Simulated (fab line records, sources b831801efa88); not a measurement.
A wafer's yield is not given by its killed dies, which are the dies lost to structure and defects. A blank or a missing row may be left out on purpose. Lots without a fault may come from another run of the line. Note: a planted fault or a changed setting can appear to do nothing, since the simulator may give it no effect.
fab line records	flow sky130
record: lots: 7	wafers: 21	lastDay: 50
route steps=708 shown PWDE@54 NWELL@56 PAD_OPEN@708
lots with no fault: from the same line, run without faults
startH: hours from the record's first day to the start of the lot's first wafer shown	waitH: hours from the lot's prior step to this one	" unchanged from the row above	L1.1+2: several wafers, shown together as one row	- no value, or no start was given	* or withheld: withheld	< > ~ a bound
route shown NAME@n: a module of which the file shows steps, and the number in the route of the first	usual: mean and standard deviation over wafers with no fault	same: alike in all rows	chamber/n: place in a boat	sites: the reading at each site	_std_site: standard deviation across them	_edge_site: mean of outer sites minus mean of inner sites	radiusMm: how far each site lies from the wafer's centre	mask NAME#n: copy n	behind: the most recent tool/chamber to have shaped the wafer	hold: the reason the lot was held/the length of the hold in hours/how it ended	device: names the non-switching transistor (n, p or np)	end of line: the same wafers' tests at the end of the route	where a step has no rows: the recipe by itself	killed: dies lost to structure and defects at the first sort, not the wafer's yield	map: per-die view of a wafer (x killed, . not killed, _ where there is no die)
set.NAME: the setting as run; set.NAME@STEP: as run at that earlier step	model.NAME: the simulator's own value behind a step, which no gauge read
certain route steps with their lots: each step a table, each wafer a row
services: a tool's chamber out of use, with start hour (startH, from the record's first day; less than 0 if before it), hours out, and reason
== steps ==
step: SKY_PWDE_STRIP_09
recipe: chemistry: O2/N2	powerW: 1400	pressureMtorr: 1500	platenTempC: withheld	o2FlowSccm: 3000	n2FlowSccm: 300	overashFraction: 0.5
usual: drypumpMotorCurrentA: 5.9/0.4	n2FlowSccm: 300.0/0.82	o2FlowSccm: 3002/9.3	oesProductAu: 0.722/0.0051	stripTimeToEndpointS: 36.91/0.089
lot.wafer	tool	chamber	startH	waitH	drypumpMotorCurrentA	n2FlowSccm	o2FlowSccm	oesProductAu	rfHoursCounterH	stripTimeToEndpointS
L375.1	plasmaAsher-03	1	68.49	0.1	6.1	300.0	3009	0.715	38	36.87
L375.3	"	1	"	"	6.1	299.8	3010	0.725	-	36.85
L375.5	"	1	"	"	6.1	299.0	3005	0.725	-	36.86
L382.1	plasmaAsher-03	1	112.29	0.1	6.1	301.6	2999	0.723	42	36.91
L382.2	"	0	"	"	5.4	300.0	2995	0.723	42	36.79
L382.4	"	0	"	"	5.4	299.9	3006	0.725	-	36.92
L385.3	plasmaAsher-01	0	128.28	0.1	6.2	299.3	3003	0.727	-	37.05
L385.4	"	1	"	"	5.1	299.6	3003	0.724	-	37.24
L385.6	"	0	"	"	6.2	298.6	3011	0.720	-	37.07
L384.2	plasmaAsher-04	1	128.42	0.1	6.2	299.9	2995	0.723	45	37.01
L384.3	"	1	"	"	6.2	300.6	2978	0.728	-	36.93
L384.6	"	1	"	"	6.2	300.4	3002	0.714	-	37.01
L387.1	plasmaAsher-01	1	140.94	0.1	5.1	300.1	3019	0.723	2	36.84
L387.3	"	1	"	"	5.1	300.1	2998	0.720	-	36.89
L387.4	"	0	"	"	6.2	299.4	3006	0.715	-	36.74
L389.1	plasmaAsher-04	0	148.85	0.1	6.0	300.4	2978	0.719	47	37.00
L389.2	"	1	"	"	6.1	299.4	3003	0.733	47	36.85
L389.6	"	0	"	"	6.0	299.3	3016	0.716	-	36.95
L398.2	plasmaAsher-04	1	205.24	0.1	6.2	298.8	3011	0.728	52	37.11
L398.5	"	1	"	"	6.2	300.1	2992	0.719	-	36.99
L398.6	"	0	"	"	6.0	298.6	3005	0.723	-	36.98
step: SKY_PWDE_TW_MEAS_10
usual: PWDE_TW: 375/4.6
lot.wafer	tool	chamber	startH	waitH	PWDE_TW
L375.1	filmMetro-03	-	68.59	0.1	378
L375.3	"	-	"	"	379
L375.5	"	-	"	"	380
L382.1	filmMetro-02	-	112.39	0.1	378
L382.2	"	-	"	"	377
L382.4	"	-	"	"	376
L385.3	filmMetro-03	-	128.37	0.1	378
L385.4	"	-	"	"	379
L385.6	"	-	"	"	379
L384.2	filmMetro-01	-	128.53	0.1	368
L384.3	"	-	"	"	367
L384.6	"	-	"	"	368
L387.1	filmMetro-03	-	141.04	0.1	378
L387.3	"	-	"	"	382
L387.4	"	-	"	"	379
L389.1	filmMetro-03	-	148.95	0.1	381
L389.2	"	-	"	"	380
L389.6	"	-	"	"	380
L398.2	filmMetro-01	-	205.35	0.1	367
L398.5	"	-	"	"	367
L398.6	"	-	"	"	368
step: SKY_NWELL_DEHYDRATE_03
recipe: tempC: 200	timeS: 60
step: SKY_NWELL_HMDS_04
recipe: primeTimeS: 60	primeTempC: 120
step: SKY_NWELL_COAT_05
recipe: spinRpm: 2000	resistThkNm: 3000
step: SKY_NWELL_SOFTBAKE_06
recipe: tempC: 110	timeS: withheld
step: SKY_NWELL_EXPOSE_07
recipe: maskId: NWM	na: 0.6	sourceShape: conventional	sigmaOuter: 0.6	polarization: unpolarized	targetCdNm: 840	doseMj: 255
step: SKY_NWELL_PEB_08
recipe: tempC: 115	timeS: withheld
step: SKY_NWELL_DEVELOP_09
recipe: wallAngleDeg: 90	developer: TMAH	developTimeS: 60	devTempC: 23
step: SKY_NWELL_OVL_MEAS_10
usual: NWELL_00_OVL: 0.0/1.5
lot.wafer	tool	chamber	startH	waitH	NWELL_00_OVL[nm]
L375.1	overlay-02	-	84.77	-	-0.3
L375.3	"	-	"	"	-0.2
L375.5	"	-	"	"	-0.4
L382.1	overlay-02	-	131.12	-	2.6
L382.2	"	-	"	"	2.8
L382.4	"	-	"	"	3.0
L385.3	overlay-01	-	147.97	-	-0.7
L385.4	"	-	"	"	1.5
L385.6	"	-	"	"	0.8
L384.2	overlay-02	-	148.32	-	-4.4
L384.3	"	-	"	"	-3.7
L384.6	"	-	"	"	-3.9
L387.1	overlay-01	-	160.69	-	0.5
L387.3	"	-	"	"	0.4
L387.4	"	-	"	"	1.1
L389.1	overlay-02	-	169.62	-	-1.0
L389.2	"	-	"	"	-1.7
L389.6	"	-	"	"	-1.0
L398.2	overlay-01	-	227.38	-	-1.2
L398.5	"	-	"	"	-1.1
L398.6	"	-	"	"	-0.8
step: SKY_NWELL_IMPLANT_11
recipe: species: P	energyKev: 400	doseCm2: 1.9e+13	tiltDeg: withheld
step: SKY_NWELL_IMPLANT_12
recipe: species: P	energyKev: 120	doseCm2: 1.3e+12	tiltDeg: withheld
step: SKY_NWELL_IMPLANT_13
recipe: species: P	energyKev: 50	doseCm2: 7e+11	tiltDeg: withheld
lot.wafer	tool	chamber	startH	waitH
L375.1+3+5	implanter-03	0	85.11	0.1
L375.1+3+5	implanter-03	0	85.42	0.3
L382.1+2+4	implanter-02	0	131.46	0.1
L385.3+4+6	implanter-04	0	148.35	0.1
L385.3+4+6	implanter-04	0	148.92	0.6
L384.2+3+6	implanter-03	0	148.67	0.1
L384.2+3+6	implanter-03	0	149.22	0.5
L387.1+3+4	implanter-04	0	169.06	8.2
L389.1+2+6	implanter-03	0	169.96	0.1
L398.2+5+6	implanter-02	0	227.73	0.1
step: SKY_NWELL_STRIP_14
recipe: chemistry: O2/N2	powerW: 1400	pressureMtorr: 1500	platenTempC: withheld	o2FlowSccm: 3000	n2FlowSccm: 300	overashFraction: 0.5
usual: drypumpMotorCurrentA: 5.9/0.37	n2FlowSccm: 300.1/0.86	o2FlowSccm: 2999/9.8	oesProductAu: 0.722/0.0046	stripTimeToEndpointS: 36.92/0.11
lot.wafer	tool	chamber	startH	waitH	drypumpMotorCurrentA	n2FlowSccm	o2FlowSccm	oesProductAu	rfHoursCounterH	stripTimeToEndpointS
L375.1	plasmaAsher-04	1	85.57	0.1	6.1	299.1	3001	0.721	40	36.94
L375.3	"	0	"	"	6.0	300.8	3013	0.721	-	36.85
L375.5	"	1	"	"	6.1	300.3	3011	0.723	-	36.94
L382.1	plasmaAsher-04	1	131.61	0.1	6.2	298.2	3002	0.718	45	36.66
L382.2	"	0	"	"	6.0	300.2	2971	0.719	45	36.80
L382.4	"	0	"	"	6.0	299.3	2990	0.721	-	36.89
L385.3	plasmaAsher-04	1	149.06	0.1	6.1	301.5	2989	0.720	-	36.77
L385.4	"	0	"	"	6.0	299.9	3013	0.726	-	36.88
L385.6	"	0	"	"	6.0	299.5	3010	0.733	-	36.97
L384.2	plasmaAsher-01	0	149.35	0.1	6.2	300.3	3000	0.722	3	36.96
L384.3	"	1	"	"	5.1	300.6	2988	0.713	-	36.89
L384.6	"	0	"	"	6.2	300.2	3004	0.712	-	37.02
L387.1	plasmaAsher-04	0	169.21	0.1	6.1	301.1	2995	0.726	49	36.94
L387.3	"	0	"	"	6.0	300.2	2989	0.716	-	36.99
L387.4	"	1	"	"	6.2	301.0	3003	0.715	-	36.86
L389.1	plasmaAsher-02	0	170.11	0.1	5.6	299.5	3018	0.720	34	36.74
L389.2	"	1	"	"	6.2	300.1	3008	0.724	34	36.92
L389.6	"	0	"	"	5.5	299.4	3007	0.725	-	36.85
L398.2	plasmaAsher-04	0	227.86	0.1	6.0	300.6	2999	0.721	54	36.99
L398.5	"	1	"	"	6.1	300.4	2983	0.723	-	37.03
L398.6	"	0	"	"	6.0	298.6	3004	0.719	-	36.98
step: SKY_NWELL_TW_MEAS_15
usual: NWELL_TW: 1822/26
lot.wafer	tool	chamber	startH	waitH	NWELL_TW
L375.1	filmMetro-03	-	85.67	0.1	1840
L375.3	"	-	"	"	1847
L375.5	"	-	"	"	1838
L382.1	filmMetro-03	-	131.71	0.1	1856
L382.2	"	-	"	"	1849
L382.4	"	-	"	"	1848
L385.3	filmMetro-03	-	149.14	0.1	1869
L385.4	"	-	"	"	1870
L385.6	"	-	"	"	1876
L384.2	filmMetro-01	-	149.46	0.1	1809
L384.3	"	-	"	"	1815
L384.6	"	-	"	"	1792
L387.1	filmMetro-01	-	169.31	0.1	1797
L387.3	"	-	"	"	1805
L387.4	"	-	"	"	1788
L389.1	filmMetro-02	-	170.21	0.1	1834
L389.2	"	-	"	"	1834
L389.6	"	-	"	"	1829
L398.2	filmMetro-01	-	227.97	0.1	1797
L398.5	"	-	"	"	1802
L398.6	"	-	"	"	1793
step: SKY_NWELL_DEHYDRATE_16
recipe: tempC: 200	timeS: 60
step: SKY_NWELL_HMDS_17
recipe: primeTimeS: 60	primeTempC: 120
step: SKY_NWELL_COAT_18
recipe: spinRpm: 2000	resistThkNm: 3000
step: SKY_NWELL_SOFTBAKE_19
recipe: tempC: 110	timeS: withheld
step: SKY_NWELL_EXPOSE_20
recipe: maskId: NWM_COMPLEMENT	na: 0.6	sourceShape: conventional	sigmaOuter: 0.6	polarization: unpolarized	targetCdNm: 840	doseMj: 260
step: SKY_NWELL_PEB_21
recipe: tempC: 115	timeS: withheld
step: SKY_NWELL_DEVELOP_22
recipe: wallAngleDeg: 90	developer: TMAH	developTimeS: 60	devTempC: 23
step: SKY_NWELL_OVL_MEAS_23
usual: NWELL_01_OVL: 0.3/1.6
lot.wafer	tool	chamber	startH	waitH	NWELL_01_OVL[nm]
L375.1	overlay-01	-	102.41	-	-0.9
L375.3	"	-	"	"	-2.8
L375.5	"	-	"	"	-2.7
L382.1	overlay-02	-	151.37	-	-1.7
L382.2	"	-	"	"	-1.3
L382.4	"	-	"	"	0.5
L385.3	overlay-01	-	168.93	-	-0.7
L385.4	"	-	"	"	-0.9
L385.6	"	-	"	"	0.8
L384.2	overlay-01	-	169.28	-	-2.0
L384.3	"	-	"	"	-1.1
L384.6	"	-	"	"	-0.9
L387.1	overlay-01	-	189.46	-	-2.0
L387.3	"	-	"	"	-0.5
L387.4	"	-	"	"	0.6
L389.1	overlay-02	-	190.81	-	1.5
L389.2	"	-	"	"	2.7
L389.6	"	-	"	"	3.4
L398.2	overlay-01	-	250.87	-	-1.6
L398.5	"	-	"	"	-0.3
L398.6	"	-	"	"	0.2
step: SKY_NWELL_IMPLANT_24
recipe: species: B	energyKev: 140	doseCm2: 9.2e+12	tiltDeg: withheld
step: SKY_NWELL_STRIP_25
recipe: chemistry: O2/N2	powerW: 1400	pressureMtorr: 1500	platenTempC: withheld	o2FlowSccm: 3000	n2FlowSccm: 300	overashFraction: 0.5
usual: drypumpMotorCurrentA: 5.9/0.41	n2FlowSccm: 299.9/0.8	o2FlowSccm: 3000/8.4	oesProductAu: 0.722/0.0048	stripTimeToEndpointS: 36.92/0.097
lot.wafer	tool	chamber	startH	waitH	drypumpMotorCurrentA	n2FlowSccm	o2FlowSccm	oesProductAu	rfHoursCounterH	stripTimeToEndpointS
L375.1	plasmaAsher-02	1	102.60	0.1	6.2	300.1	2987	0.724	27	37.02
L375.3	"	1	"	"	6.2	299.4	2997	0.726	-	36.96
L375.5	"	1	"	"	6.3	300.5	2988	0.708	-	36.95
L382.1	plasmaAsher-04	1	151.62	0.1	6.1	298.6	2993	0.724	47	37.05
L382.2	"	0	"	"	6.1	298.5	2996	0.719	47	37.05
L382.4	"	1	"	"	6.1	300.0	3000	0.727	-	37.00
L385.3	plasmaAsher-01	1	169.14	0.1	5.2	299.5	3003	0.717	-	36.75
L385.4	"	0	"	"	6.2	299.6	2988	0.722	-	37.05
L385.6	"	1	"	"	5.2	299.0	3000	0.724	-	36.76
L384.2	plasmaAsher-02	0	169.46	0.1	5.6	298.6	3005	0.705	34	36.80
L384.3	"	1	"	"	6.2	299.1	2993	0.712	-	36.89
L384.6	"	1	"	"	6.2	299.7	2984	0.726	-	36.89
L387.1	plasmaAsher-01	0	189.65	0.1	6.2	299.8	3002	0.717	7	36.70
L387.3	"	0	"	"	6.2	300.3	3000	0.731	-	36.79
L387.4	"	1	"	"	5.1	299.7	2997	0.711	-	36.75
L389.1	plasmaAsher-01	1	191.00	0.1	5.1	300.0	3004	0.721	7	36.80
L389.2	"	0	"	"	6.2	299.2	3010	0.724	7	36.88
L389.6	"	0	"	"	6.2	300.3	3005	0.716	-	36.92
L398.2	plasmaAsher-02	0	251.05	0.1	5.5	300.5	3005	0.724	42	36.89
L398.5	"	0	"	"	5.5	300.9	3004	0.728	-	36.94
L398.6	"	1	"	"	6.2	299.0	2990	0.719	-	37.03
step: SKY_NWELL_TW_MEAS_26
usual: NWELL_2_TW: 496/6.1
lot.wafer	tool	chamber	startH	waitH	NWELL_2_TW
L375.1	filmMetro-01	-	102.70	0.1	490
L375.3	"	-	"	"	488
L375.5	"	-	"	"	489
L382.1	filmMetro-02	-	151.72	0.1	497
L382.2	"	-	"	"	502
L382.4	"	-	"	"	501
L385.3	filmMetro-03	-	169.23	0.1	503
L385.4	"	-	"	"	502
L385.6	"	-	"	"	503
L384.2	filmMetro-03	-	169.63	0.1	501
L384.3	"	-	"	"	502
L384.6	"	-	"	"	503
L387.1	filmMetro-03	-	189.75	0.1	503
L387.3	"	-	"	"	502
L387.4	"	-	"	"	500
L389.1	filmMetro-01	-	191.10	0.1	490
L389.2	"	-	"	"	492
L389.6	"	-	"	"	491
L398.2	filmMetro-01	-	251.16	0.1	490
L398.5	"	-	"	"	490
L398.6	"	-	"	"	490
step: SKY_NWELL_CLEAN_27
recipe: chemistry: SC1/SC2	mix: 1:4:20	tempC: 70	timeS: 150	dry: n2Spin
step: SKY_NWELL_RTA_28
recipe: tempC: 1050	timeS: 30	idleTempC: 650	rampUpCPerS: 150	rampDownCPerS: 90	ambient: N2
usual: chamberO2Ppm: 2.002/0.02	lampPowerPct: 25.31/0.059	rampUpCPerS: 150.00/0.027	wafer_temp_C_max: 1054.9/0.89
lot.wafer	tool	chamber	startH	waitH	chamberO2Ppm	lampPowerPct	rampUpCPerS	wafer_temp_C_max
L375.1	rtpAnneal-02	0	102.81	0.0	2.010	25.32	150.06	1057.9
L375.3	"	0	"	"	1.998	25.22	150.02	1055.3
L375.5	"	0	"	"	2.021	25.24	150.02	1057.9
L382.1	rtpAnneal-01	0	151.83	0.0	2.024	25.28	150.05	1056.0
L382.2	"	0	"	"	2.017	25.36	149.96	1054.7
L382.4	"	0	"	"	2.027	25.31	150.00	1055.8
L385.3	rtpAnneal-02	0	169.35	0.0	1.970	25.24	150.00	1054.6
L385.4	"	0	"	"	2.003	25.33	149.97	1055.6
L385.6	"	0	"	"	1.993	25.28	149.96	1054.5
L384.2	rtpAnneal-01	0	169.74	0.0	2.026	25.22	150.02	1055.5
L384.3	"	0	"	"	2.002	25.34	150.03	1055.1
L384.6	"	0	"	"	1.995	25.30	149.93	1056.1
L387.1	rtpAnneal-01	0	189.86	0.0	1.991	25.33	149.95	1053.8
L387.3	"	0	"	"	1.968	25.37	149.95	1055.5
L387.4	"	0	"	"	1.969	25.27	150.01	1056.0
L389.1	rtpAnneal-02	0	191.21	0.0	1.977	25.31	150.00	1054.3
L389.2	"	0	"	"	1.974	25.17	150.00	1054.7
L389.6	"	0	"	"	2.007	25.38	150.04	1053.7
L398.2	rtpAnneal-01	0	251.27	0.0	1.988	25.35	149.99	1055.7
L398.5	"	0	"	"	1.981	25.27	149.99	1053.1
L398.6	"	0	"	"	2.005	25.39	149.98	1053.8
step: SKY_NWELL_RS_MEAS_29
recipe: thkMeasGauge: four-point-probe
usual: NWELL_RS: 624.6/1.9
lot.wafer	tool	chamber	startH	waitH	NWELL_RS[ohm/sq]
L375.1	filmMetro-03	-	102.91	0.1	609.6
L375.3	"	-	"	"	609.5
L375.5	"	-	"	"	608.3
L382.1	filmMetro-01	-	151.93	0.1	623.6
L382.2	"	-	"	"	626.2
L382.4	"	-	"	"	625.4
L385.3	filmMetro-02	-	169.46	0.1	605.7
L385.4	"	-	"	"	605.2
L385.6	"	-	"	"	604.7
L384.2	filmMetro-01	-	169.85	0.1	606.3
L384.3	"	-	"	"	607.8
L384.6	"	-	"	"	606.6
L387.1	filmMetro-01	-	189.96	0.1	624.1
L387.3	"	-	"	"	625.9
L387.4	"	-	"	"	625.6
L389.1	filmMetro-03	-	191.31	0.1	621.1
L389.2	"	-	"	"	622.2
L389.6	"	-	"	"	623.0
L398.2	filmMetro-01	-	251.38	0.1	626.1
L398.5	"	-	"	"	626.6
L398.6	"	-	"	"	626.1
step: SKY_PAD_OPEN_PROBE_99
usual: killed_at_M0_to_M3: 43/6.5	killed_at_M4_up: 3/1.7	killedAtContacts: 25/5.1	killedAtFrontEnd: 15/3.8	killedAtOther: 0.2/0.45	killedDies: 86/8.8	killedOpen: 47/6.7	killedShort: 39/6
same: grossDies: 492	killedAtBackSide: 0
lot.wafer	tool	chamber	startH	waitH	killed_at_M0_to_M3	killed_at_M4_up	killedAtContacts	killedAtFrontEnd	killedAtOther	killedDies	killedOpen	killedShort	model.etest.pfet_16v.rOnOhmUm	model.etest.nfet_16v.rOnOhmUm	model.etest.pfetG5v0d10v5.rOnOhmUm	model.etest.tipP.rsOhmSq	model.etest.tip_p_5v.rsOhmSq	model.etest.pfet_01v8.rOnOhmUm	model.etest.pfetG5v0d10v5.driveUaUm	model.etest.pfet_01v8_lvt.driveUaUm
L375.1	prober-02	-	1074.43	0.1	48	3	31	19	0	101	47	54	1.549e+04	1.371e+04	5214	7078	2992	2981	304.1	149.6
L375.3	prober-02	-	1074.53	0.2	31	2	24	15	0	72	35	37	1.523e+04	1.358e+04	5228	7074	2995	2974	303.1	149
L375.5	prober-02	-	1074.63	0.2	32	1	21	17	0	71	35	36	1.544e+04	1.375e+04	5162	7061	2977	2900	306.3	151.3
L382.1	prober-01	-	1124.25	0.1	61	3	18	19	1	102	55	47	1.56e+04	1.413e+04	4758	6910	2887	2864	339	179.3
L382.2	prober-01	-	1124.30	0.1	35	3	23	16	1	78	42	36	1.557e+04	1.417e+04	4875	6962	2868	3038	332.2	172.6
L382.4	prober-01	-	1124.40	0.2	40	2	30	16	0	88	44	44	1.578e+04	1.42e+04	4816	6996	2878	2913	335.9	175.3
L385.3	prober-01	-	1155.09	0.2	46	5	39	17	2	109	63	46	1.567e+04	1.338e+04	5191	6863	2964	2906	303.3	151
L385.4	prober-01	-	1155.14	0.2	50	3	26	14	0	93	53	40	1.578e+04	1.356e+04	5213	6913	3011	2982	302.1	148.3
L385.6	prober-01	-	1155.24	0.2	44	7	31	11	1	94	52	42	1.576e+04	1.349e+04	5162	6882	3016	2850	305.6	152.2
L384.2	prober-02	-	1155.21	0.1	53	5	25	17	0	100	54	46	1.585e+04	1.339e+04	5166	6998	2973	2877	308.4	153.9
L384.3	prober-02	-	1155.26	0.2	38	5	20	19	0	82	43	39	1.553e+04	1.337e+04	5135	7020	2971	2926	310.7	152.5
L384.6	prober-02	-	1155.41	0.2	50	1	27	13	0	91	52	39	1.536e+04	1.332e+04	5068	7057	2986	2819	314.6	154.1
L387.1	prober-01	-	1160.84	0.1	51	1	29	16	0	97	51	46	1.503e+04	1.409e+04	4668	6790	2832	2786	350.1	180.4
L387.3	prober-01	-	1160.94	0.2	42	6	16	13	0	77	42	35	1.522e+04	1.4e+04	4661	6666	2831	2830	352.2	181
L387.4	prober-01	-	1160.99	0.2	53	3	26	14	0	96	53	43	1.53e+04	1.424e+04	4706	6852	2830	2772	348	181.7
L389.1	prober-02	-	1161.17	0.1	47	3	29	11	0	90	44	46	1.524e+04	1.377e+04	4762	6939	2893	2878	335	171.2
L389.2	prober-02	-	1161.22	0.1	49	3	26	17	0	95	54	41	1.518e+04	1.381e+04	4803	6934	2890	2890	333.9	174.3
L389.6	prober-02	-	1161.42	0.2	54	3	21	13	0	91	50	41	1.509e+04	1.37e+04	4785	6870	2888	2910	336.3	174.2
L398.2	prober-01	-	1208.27	0.1	30	4	26	15	0	75	40	35	1.51e+04	1.418e+04	4796	6960	2850	2999	338.1	170.3
L398.5	prober-01	-	1208.42	0.2	37	1	20	15	1	74	44	30	1.509e+04	1.405e+04	4704	6949	2846	2946	343.1	173.2
L398.6	prober-01	-	1208.47	0.2	43	0	27	12	0	82	50	32	1.527e+04	1.412e+04	4721	6905	2859	2944	347.7	171.2
killed by level:class
L375.1 LI_CONTACT:geometricParticle:open=9 CONTACT:geometricParticle:open=8 VIA1:geometricParticle:open=8 VIA2:geometricParticle:open=8 VIA1:geometricParticle:short=7 METAL2:geometricParticle:short=7 METAL1:geometricParticle:short=6 CONTACT:geometricParticle:short=6
L375.3 CONTACT:geometricParticle:open=8 METAL1:geometricParticle:short=8 LI_CONTACT:geometricParticle:open=7 CONTACT:geometricParticle:short=5 VIA1:geometricParticle:open=5 FIELD_ISO:geometricParticle:short=4 POLY_GATE:geometricParticle:short=4 VIA1:geometricParticle:short=3
L375.5 VIA2:geometricParticle:open=10 POLY_GATE:geometricParticle:short=7 CONTACT:geometricParticle:open=7 FIELD_ISO:geometricParticle:short=6 LI_CONTACT:geometricParticle:open=6 METAL2:geometricParticle:short=5 VIA1:geometricParticle:open=5 LOCAL_INTERCONNECT:geometricParticle:short=4
L382.1 VIA1:geometricParticle:open=11 VIA3:geometricParticle:open=11 METAL1:geometricParticle:short=8 LI_CONTACT:geometricParticle:open=7 VIA1:geometricParticle:short=7 CONTACT:geometricParticle:open=6 FIELD_ISO:geometricParticle:open=5 FIELD_ISO:geometricParticle:short=5
L382.2 LI_CONTACT:geometricParticle:open=10 VIA1:geometricParticle:open=8 CONTACT:geometricParticle:open=6 POLY_GATE:geometricParticle:open=5 VIA3:geometricParticle:open=5 LOCAL_INTERCONNECT:geometricParticle:short=4 METAL2:geometricParticle:short=4 VIA3:geometricParticle:short=4
L382.4 CONTACT:geometricParticle:open=11 CONTACT:geometricParticle:short=7 VIA1:geometricParticle:open=7 VIA2:geometricParticle:open=6 VIA3:geometricParticle:short=6 LI_CONTACT:geometricParticle:open=5 LOCAL_INTERCONNECT:geometricParticle:short=5 FIELD_ISO:geometricParticle:short=4
L385.3 CONTACT:geometricParticle:open=17 VIA1:geometricParticle:open=11 VIA3:geometricParticle:open=10 LI_CONTACT:geometricParticle:open=9 LOCAL_INTERCONNECT:geometricParticle:short=7 METAL1:geometricParticle:short=6 METAL2:geometricParticle:short=6 FIELD_ISO:geometricParticle:short=5
L385.4 VIA1:geometricParticle:open=14 CONTACT:geometricParticle:open=10 VIA1:geometricParticle:short=8 VIA3:geometricParticle:open=8 LOCAL_INTERCONNECT:geometricParticle:short=5 POLY_GATE:geometricParticle:open=4 CONTACT:geometricParticle:short=4 METAL1:geometricParticle:short=4
L384.2 VIA1:geometricParticle:open=12 VIA3:geometricParticle:open=9 CONTACT:geometricParticle:open=8 VIA2:geometricParticle:open=7 METAL2:geometricParticle:short=6 FIELD_ISO:geometricParticle:short=5 LI_CONTACT:geometricParticle:open=5 LOCAL_INTERCONNECT:geometricParticle:short=5
L385.6 VIA1:geometricParticle:open=14 CONTACT:geometricParticle:open=8 VIA2:geometricParticle:open=8 LI_CONTACT:geometricParticle:open=7 CONTACT:geometricParticle:short=6 LOCAL_INTERCONNECT:geometricParticle:short=5 METAL4:geometricParticle:short=5 VIA1:geometricParticle:short=4
L384.3 VIA1:geometricParticle:open=10 CONTACT:geometricParticle:open=9 METAL1:geometricParticle:short=9 LI_CONTACT:geometricParticle:open=6 METAL2:geometricParticle:short=6 METAL4:geometricParticle:short=5 POLY_GATE:geometricParticle:open=4 VIA2:geometricParticle:open=4
L384.6 VIA1:geometricParticle:open=14 LI_CONTACT:geometricParticle:open=8 VIA3:geometricParticle:open=8 LOCAL_INTERCONNECT:geometricParticle:short=6 CONTACT:geometricParticle:open=6 VIA3:geometricParticle:short=6 METAL1:geometricParticle:short=5 METAL2:geometricParticle:short=5
L387.1 VIA1:geometricParticle:open=14 CONTACT:geometricParticle:open=9 LI_CONTACT:geometricParticle:open=8 VIA1:geometricParticle:short=7 LOCAL_INTERCONNECT:geometricParticle:short=6 VIA2:geometricParticle:open=6 VIA2:geometricParticle:short=6 POLY_GATE:geometricParticle:short=5
L387.3 VIA1:geometricParticle:open=12 VIA2:geometricParticle:open=8 METAL1:geometricParticle:short=6 VIA1:geometricParticle:short=6 METAL4:geometricParticle:short=5 POLY_GATE:geometricParticle:open=4 LI_CONTACT:geometricParticle:open=4 LOCAL_INTERCONNECT:geometricParticle:short=4
L387.4 CONTACT:geometricParticle:open=15 VIA1:geometricParticle:open=9 VIA2:geometricParticle:open=9 METAL1:geometricParticle:short=8 VIA3:geometricParticle:open=7 METAL2:geometricParticle:short=7 LOCAL_INTERCONNECT:geometricParticle:short=5 FIELD_ISO:geometricParticle:short=4
L389.1 VIA1:geometricParticle:open=9 METAL2:geometricParticle:short=9 LI_CONTACT:geometricParticle:open=8 CONTACT:geometricParticle:open=7 VIA3:geometricParticle:open=5 METAL1:geometricParticle:short=5 VIA1:geometricParticle:short=5 VIA3:geometricParticle:short=5
L389.2 VIA1:geometricParticle:open=12 LI_CONTACT:geometricParticle:open=8 VIA2:geometricParticle:open=8 CONTACT:geometricParticle:open=7 METAL2:geometricParticle:short=7 CONTACT:geometricParticle:short=6 VIA3:geometricParticle:open=5 POLY_GATE:geometricParticle:open=4
L389.6 VIA1:geometricParticle:open=14 VIA3:geometricParticle:open=8 LI_CONTACT:geometricParticle:open=7 CONTACT:geometricParticle:open=7 VIA1:geometricParticle:short=6 VIA2:geometricParticle:short=6 METAL1:geometricParticle:short=5 METAL2:geometricParticle:short=5
L398.2 CONTACT:geometricParticle:open=11 VIA3:geometricParticle:open=6 VIA1:geometricParticle:short=5 FIELD_ISO:geometricParticle:open=4 LOCAL_INTERCONNECT:geometricParticle:short=4 CONTACT:geometricParticle:short=4 VIA1:geometricParticle:open=4 VIA2:geometricParticle:open=4
L398.5 VIA1:geometricParticle:open=11 CONTACT:geometricParticle:open=9 POLY_GATE:geometricParticle:open=8 VIA3:geometricParticle:open=6 CONTACT:geometricParticle:short=5 METAL3:geometricParticle:short=5 METAL2:geometricParticle:short=4 FIELD_ISO:geometricParticle:short=3
L398.6 VIA1:geometricParticle:open=10 VIA3:geometricParticle:open=8 LI_CONTACT:geometricParticle:open=7 CONTACT:geometricParticle:open=6 VIA2:geometricParticle:open=6 FIELD_ISO:geometricParticle:short=5 FIELD_ISO:geometricParticle:open=5 LI_CONTACT:geometricParticle:short=5
== services ==
tool	chamber	startH	hours	kind
implanter-02	-	52.53	2.7	repair
implanter-03	-	69.62	3.6	pm
plasmaAsher-01	-	81.46	1.4	repair
plasmaAsher-01	-	108.84	9.0	pm
plasmaAsher-01	0	108.84	9.0	ventCycle
plasmaAsher-01	1	108.84	9.0	ventCycle
plasmaAsher-01	0	117.84	-	clean
plasmaAsher-01	1	117.84	-	clean
rtpAnneal-02	-	141.75	1.2	pm
implanter-02	-	147.51	7.2	pm
plasmaAsher-02	-	157.74	0.5	repair
plasmaAsher-04	-	158.32	2.1	repair
implanter-02	-	200.20	6.6	repair
implanter-02	-	219.07	1.1	repair
implanter-02	-	232.06	0.7	repair
== key ==
firstSign: step: SKY_NWELL_IMPLANT_13	reading: visit	direction: added
effect: step: SKY_NWELL_RS_MEAS_29	reading: NWELL_RS	direction: down	sigmas: 9.3	usual: 624.6	struck: 607.1
modelEffect: step: SKY_PAD_OPEN_PROBE_99	value: etest.pfet_16v.rOnOhmUm	without: 1.505e+04	struck: 1.557e+04
metAt SKY_NWELL_IMPLANT_13
struckWafers L375.1,L375.3,L375.5,L384.2,L384.3,L384.6,L385.3,L385.4,L385.6
testerLeftOut L375,L384,L385
fault: kind: repeatedStepWhole	tool: implanter-02,implanter-03,implanter-04	chamber: -	onsetH: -	steps: SKY_NWELL_IMPLANT_13	times: 1	scope: struckLotsOnly
testerLeftOut: of these lots the tester's yield and bins aren't shown, on N5 and GAA mostly nor the transistor test; their killed dies are dies lost to structure and defects alone, not to doping, threshold or leakage, so they don't give the yield
